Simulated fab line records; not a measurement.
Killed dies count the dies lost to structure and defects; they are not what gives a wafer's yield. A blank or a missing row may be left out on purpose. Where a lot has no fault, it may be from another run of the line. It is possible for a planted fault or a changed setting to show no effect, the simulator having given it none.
Problem report, 8D (eight disciplines) form, completed by code | flow gf180mcu | the parts of the form that need people (team, actions taken, sign-off) are left out

## 1. WHAT WENT WRONG
heaterPowerTotalW at GF_VT_IMPLANT_SOFTBAKE_25 reads a mean of 59.41 W on 6 wafers of 2 lots; wafers without a fault read 56.60 W with a standard deviation of 0.047. Measured from the usual mean, that is +60 standard deviations.
The step: time 60 s.
The first sign was on wafer L474.1 at day 9 18:04, on lithoTrack-01. Wafers with a number at this step in the record: 39, from 13 lots. Rule for "out", or "out of limits": more than 4 standard deviations from the usual mean. The rest of the wafers with a number are treated as sound.

## 2. WHAT IT IS; WHAT IT IS NOT
question                    | is                            | is not
which readings at this step | heaterPowerTotalW, runLengthS | -
which lots                  | L474, L475                    | L463, L464, L467, L468, L469, L471, L472, L473, L477, L481, L482
which wafers of those lots  | all that have a number        | -
read on which tools         | lithoTrack-01                 | lithoTrack-02, lithoTrack-04
when                        | from day 9 18:04              | up to then (24 sound wafers); but 9 sound wafers of L477, L481, L482 came after

## 3. THE SUSPECTS, EACH WITH WHAT RULES IT OUT
Counting: a tool stays on the suspect list if, at a process step up to the reading, it processed all lots that are out and no sound lot following the first of them.
- lithoTrack-01 at GF_VT_IMPLANT_SOFTBAKE_25 (time 60 s): kept. Every lot that is out went through it, starting with L474 (day 9 18:04), and after that it ran no sound lot; the last sound lot it ran before then is L472 (day 9 07:11). On those wafers its own readings are out: heaterPowerTotalW, runLengthS.
Left after counting: lithoTrack-01 at GF_VT_IMPLANT_SOFTBAKE_25.

## 4. THE CAUSE (what the simulator had put in)
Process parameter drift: lithoTrack-01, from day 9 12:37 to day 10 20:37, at GF_VT_IMPLANT_SOFTBAKE_25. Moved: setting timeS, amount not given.
After counting, this tool was the only one left.

## 5. THE EFFECT CHAIN, in route order
Rows list readings where the struck wafers' mean (over those with a number) sits beyond 3 standard deviations from the usual. Readings are gone through only where the record gives a usual standard deviation; hours: the median, over the lots, of the time from a lot's start at the first step in this table giving one to that lot's start at this step; sigmas: the change measured in usual standard deviations.
hours | step                      | reading           | usual   | on struck wafers | change | sigmas
0     | GF_VT_IMPLANT_SOFTBAKE_25 | heaterPowerTotalW | 56.60 W | 59.41            | +2.81  | +60
0     | GF_VT_IMPLANT_SOFTBAKE_25 | runLengthS        | 89.27 s | 81.04            | -8.23  | -30
Here are the process steps it includes:
- GF_VT_IMPLANT_SOFTBAKE_25: time 60 s.

## 6. HOW IT WOULD HAVE BEEN CAUGHT EARLIER
The fault began at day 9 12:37; the first out-of-limits reading in this record came at day 9 18:04, 5 hours later.
